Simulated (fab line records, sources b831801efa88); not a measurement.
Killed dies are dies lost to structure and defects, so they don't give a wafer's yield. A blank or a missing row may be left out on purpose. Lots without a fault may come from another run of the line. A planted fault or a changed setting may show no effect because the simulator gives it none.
A struck lot beside a sound one | flow gf180mcu | 15 steps out of a route of 602
Sound: wafers L283.4, L283.5, L283.6. Struck: wafer L291.6. (L291.3, L291.4 of the same lot were not struck and are left out.) The cause comes at the end.
At each step with rows: each side's tool, then ch and its chambers, then its first start. Under that, the readings that differ: sound wafers | struck wafers | difference of the means | sigmas: that difference in standard deviations of wafers without a fault.
alike: readings whose means differ by less than 2 such deviations, and words and numbers that are the same on both sides. not compared: withheld readings, readings that some wafer has no value for, bounds like >300 that may hide the same value, and numbers for which the record gives no deviation and whose values overlap.
The two part at a step that has a row with sigmas, a row that says differs or no value, or rows on one side only. Numbers that don't overlap but have no deviation are shown without sigmas and don't part them. A reading that every wafer of one side lacks parts them only if that side has two wafers or more.

first, 3 steps without rows for these wafers: GF_V1_EXPOSE_11 (exposes mask Via1, target cd 260 nm); GF_V1_PEB_12 (peb time 90 s); GF_V1_DEVELOP_13 (develop time 60 s).
GF_V1_CD_MEAS_14: target cd 260 nm.
  sound on cd_sem-01, day 17 11:06; struck on cd_sem-01, day 22 08:28
  alike: cd_nm
GF_V1_OVL_MEAS_15:
  sound on overlay-02, day 17 11:10; struck on overlay-01, day 22 08:34
  alike: V1_OVL
GF_V1_ETCH_16: etches BARC in N2/H2.
  sound on rie_diel-04 ch 2,3, day 17 11:11; struck on rie_diel-01 ch 2, day 22 08:35
  reading                | sound                | struck | difference | sigmas
  throttle_valve_pct (%) | 13.225 13.217 13.215 | 13.242 | +0.023     | +3
  alike: bias_w, drypump_motor_current_A, oes_product_au
GF_V1_ETCH_17: etches SiO2 in C4F8/O2/Ar, stops on TiN, target depth 630 nm.
  sound on rie_diel-04 ch 2,3; struck on rie_diel-01 ch 2
  alike: bias_w, oes_product_au
GF_V1_STRIP_18: strips in O2/N2.
  sound on plasma_asher-02 ch 0,1, day 17 11:21; struck on plasma_asher-04 ch 1, day 22 08:45
  alike: drypump_motor_current_A, heater_power_w, oes_product_au
  not compared: rf_hours_counter_h
then, 2 steps without rows for these wafers: GF_V1_STRIP_19 (strips in post etch residue remover, time 1200 s); GF_V1_CLEAN_20 (cleans in DIW).
GF_V1_SPUTTER_21: material Ti, target thk 15 nm, time 80.02 s.
  sound on pvd_sputter-04, day 17 11:52; struck on pvd_sputter-03, day 22 09:15
  alike: throttle_valve_pct
GF_V1_SPUTTER_22: material TiN, target thk 10 nm, time 40 s.
  sound on pvd_sputter-04, day 17 11:55; struck on pvd_sputter-03, day 22 09:19
  alike: throttle_valve_pct
GF_V1_CVD_23: deposits W, target thk 350 nm, time 105.05 s.
  sound on cvd_w-02 ch 0,1, day 17 12:00; struck on cvd_w-01 ch 0, day 22 09:23
  alike: heater_power_w
  not compared: model.W_of_V1_CVD_23.thk_nm
GF_V1_RS_MEAS_24: measures by four-point-probe.
  sound on film_metro-01, day 17 12:08; struck on film_metro-04, day 22 09:30
  alike: V1_W_RS
then, 1 step without rows for these wafers: GF_PASSIVATION_PROBE_99.

WHERE THEY PART
Only at GF_V1_ETCH_16, within this record. Later steps at which nothing parts them and some readings are alike: GF_V1_ETCH_17, GF_V1_STRIP_18, GF_V1_SPUTTER_21, GF_V1_SPUTTER_22, GF_V1_CVD_23, GF_V1_RS_MEAS_24.

WHY: what the simulator had put in
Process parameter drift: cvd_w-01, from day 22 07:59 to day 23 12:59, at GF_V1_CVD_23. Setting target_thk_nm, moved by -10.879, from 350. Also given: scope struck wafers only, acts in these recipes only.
